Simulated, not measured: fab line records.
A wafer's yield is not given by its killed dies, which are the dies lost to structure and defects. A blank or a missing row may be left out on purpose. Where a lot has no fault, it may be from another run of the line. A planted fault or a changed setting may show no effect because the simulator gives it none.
What tool caused it?    flow gf180mcu    42 wafers from 14 lots sampled at 5 of the route's 602 steps

WHAT THE GAUGES READ, wafer by wafer
GF_DUAL_GATE_THK_MEAS_03. Usual: DUAL_GATE_OXIDATION_00_THK typically reads 10.97 nm, with standard deviation 0.19.
lot   measured      on             DUAL_GATE_OXIDATION_00_THK (nm)  flag
L876  day 7 22:29   film_metro-02  10.94 10.82 11.00                
L877  day 8 06:38   film_metro-04  10.84 11.21 11.10                
L878  day 8 17:49   film_metro-04  11.30 11.19 11.14                
L879  day 9 01:59   film_metro-01  11.25 11.09 10.96                
L880  day 9 07:22   film_metro-02  11.32 11.21 11.26                
L882  day 9 16:42   film_metro-01  11.51 11.32 11.34                
L883  day 9 23:44   film_metro-02  11.03 10.86 10.98                
L884  day 10 05:41  film_metro-01  10.79 10.96 10.90                
L888  day 11 05:07  film_metro-01  10.95 10.92 11.00                
L891  day 12 02:59  film_metro-02  11.05 10.94 10.99                
L892  day 12 10:10  film_metro-01  10.97 11.04 10.84                
L893  day 12 19:37  film_metro-04  10.90 10.66 10.84                
L894  day 13 02:44  film_metro-01  10.70 10.82 11.01                
L896  day 13 15:02  film_metro-01  11.08 11.06 11.18                

GF_HV_LDD_OVL_MEAS_47. Usual: HV_LDD_03_OVL typically reads -1.3 nm, with standard deviation 1.2.
lot   measured      on          HV_LDD_03_OVL (nm)  flag
L876  day 12 19:49  overlay-01  -0.6 -1.6 -1.7      
L877  day 13 05:02  overlay-02  -2.2 -2.2 -2.8      
L878  day 13 13:03  overlay-01  1.2 -0.1 0.6        
L879  day 14 02:17  overlay-01  -1.1 -1.4 -0.5      
L880  day 14 05:25  overlay-01  -0.2 -1.8 -1.0      
L882  day 14 17:54  overlay-02  -0.2 -1.3 -2.3      
L883  day 15 05:04  overlay-01  -1.7 -1.3 0.6       
L884  day 15 08:49  overlay-01  -1.1 -2.3 -1.7      
L888  day 16 16:10  overlay-01  -0.8 0.1 -0.6       
L891  day 17 18:04  overlay-01  210.5 210.7 209.2   OFF
L892  day 18 02:13  overlay-02  209.6 209.3 208.3   OFF
L893  day 18 13:22  overlay-01  -2.2 -2.0 -0.9      
L894  day 19 00:10  overlay-02  -1.4 -2.5 -1.6      
L896  day 19 09:51  overlay-01  -1.5 -0.9 0.4       

GF_PSD_TW_MEAS_11. Usual: PSD_TW typically reads 3200, with standard deviation 27.
lot   measured      on             PSD_TW          flag
L876  day 14 16:40  film_metro-03  3188 3156 3174  
L877  day 15 03:35  film_metro-03  3138 3154 3155  
L878  day 15 12:05  film_metro-01  3206 3217 3216  
L879  day 16 01:51  film_metro-01  3241 3239 3235  
L880  day 16 05:19  film_metro-03  3161 3145 3162  
L882  day 16 18:14  film_metro-01  3229 3234 3232  
L883  day 17 05:56  film_metro-01  3217 3213 3212  
L884  day 17 09:06  film_metro-01  3214 3240 3196  
L888  day 18 18:22  film_metro-02  3201 3177 3191  
L891  day 20 00:02  film_metro-01  3222 3221 3214  
L892  day 20 06:48  film_metro-01  3217 3227 3241  
L893  day 20 17:23  film_metro-01  3235 3231 3218  
L894  day 21 04:03  film_metro-01  3188 3167 3182  
L896  day 21 13:50  film_metro-01  3177 3180 3188  

TOOL THAT RAN EACH LOT (tool first, then ch and the chambers of the sampled wafers, then the start)
lot   GF_HV_LDD_STRIP_10                    GF_HV_LDD_EXPOSE_43
L876  plasma_asher-01 ch 0,1, day 10 09:49  iline_stepper-01 ch 0, day 12 09:44
L877  plasma_asher-04 ch 0,1, day 10 18:58  iline_stepper-01 ch 0, day 12 19:23
L878  plasma_asher-03 ch 0,1, day 11 02:35  iline_stepper-02 ch 0, day 13 02:35
L879  plasma_asher-03 ch 0,1, day 11 13:50  iline_stepper-01 ch 0, day 13 15:32
L880  plasma_asher-03 ch 0,1, day 11 17:38  iline_stepper-02 ch 0, day 13 19:24
L882  plasma_asher-01 ch 0,1, day 12 04:44  iline_stepper-01 ch 0, day 14 07:29
L883  plasma_asher-01 ch 0,1, day 12 15:32  iline_stepper-02 ch 0, day 14 18:20
L884  plasma_asher-03 ch 0,1, day 12 18:13  iline_stepper-02 ch 0, day 14 22:17
L888  plasma_asher-04 ch 0,1, day 13 21:49  iline_stepper-01 ch 0, day 16 04:53
L891  plasma_asher-01 ch 0,1, day 14 21:28  iline_stepper-01 ch 0, day 17 06:16
L892  plasma_asher-04 ch 0,1, day 15 05:23  iline_stepper-01 ch 0, day 17 14:41
L893  plasma_asher-03 ch 0,1, day 15 16:32  iline_stepper-02 ch 0, day 18 01:45
L894  plasma_asher-01 ch 0,1, day 16 00:50  iline_stepper-02 ch 0, day 18 12:01
L896  plasma_asher-03 ch 0,1, day 16 11:04  iline_stepper-02 ch 0, day 18 21:48
- GF_HV_LDD_STRIP_10: strips in O2/N2.
- GF_HV_LDD_EXPOSE_43: exposes mask Pplus HV AREA, target cd 400 nm.

WHAT THE TOOLS THEMSELVES READ (means of the sampled wafers that have a number; where no wafer has one, the mark that the record gives instead)
GF_HV_LDD_STRIP_10. Usual: drypump_motor_current_A 5.6 A, standard deviation 0.53; heater_power_w 330 W, standard deviation 11; oes_product_au 0.716 a.u., standard deviation 0.0048; strip_time_to_endpoint_s 12.62 s, standard deviation 0.043.
lot   tool             drypump_motor_current_A (A)  heater_power_w (W)  oes_product_au (a.u.)  strip_time_to_endpoint_s (s)  flag
L876  plasma_asher-01  5.3                          337                 0.715                  12.66                         
L877  plasma_asher-04  5.4                          328                 0.714                  12.70                         
L878  plasma_asher-03  5.9                          329                 0.715                  12.65                         
L879  plasma_asher-03  6.2                          336                 0.721                  12.58                         
L880  plasma_asher-03  5.8                          331                 0.718                  12.57                         
L882  plasma_asher-01  5.3                          335                 0.720                  12.66                         
L883  plasma_asher-01  5.3                          324                 0.715                  12.66                         
L884  plasma_asher-03  5.8                          332                 0.713                  12.63                         
L888  plasma_asher-04  5.2                          327                 0.715                  12.53                         
L891  plasma_asher-01  5.2                          321                 0.719                  12.64                         
L892  plasma_asher-04  5.4                          328                 0.718                  12.65                         
L893  plasma_asher-03  6.2                          327                 0.719                  12.56                         
L894  plasma_asher-01  5.3                          331                 0.721                  12.58                         
L896  plasma_asher-03  5.9                          330                 0.717                  12.63                         

THE ANSWER, worked out from the rows above alone
Rule: a lot counts as off when the mean over its wafers that have a number is more than 3 standard deviations away from the usual mean. Also off: a lot with no number at a reading for which 4 or more lots have one. The other lots that the step has rows for count as sound. First the gauges in route order, then the tools' own readings, where a lot's mean is used as printed above. At the first step where some lot is off, the reading lying furthest off is the one used; lots without a number count as furthest.
Off: L891, L892, seen at GF_HV_LDD_OVL_MEAS_47 (HV_LDD_03_OVL).
A tool fits if, at a process step before that reading, it ran every lot that is off, and no sound lot after the first of them. Gauges at GF_HV_LDD_OVL_MEAS_47: tried the same way as those tools. One fits: iline_stepper-01 at GF_HV_LDD_EXPOSE_43. Its last sound lot is L888 (day 16 04:53), its first lot that is off L891 (day 17 06:16): a fault that began between those two fits.

WHAT THE SIMULATOR HAD INSERTED
Scanner matching overlay: iline_stepper-01, from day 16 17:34 on, at GF_HV_LDD_EXPOSE_43. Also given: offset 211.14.
Lots struck among those shown: L891, L892. The same result came from the rule above.
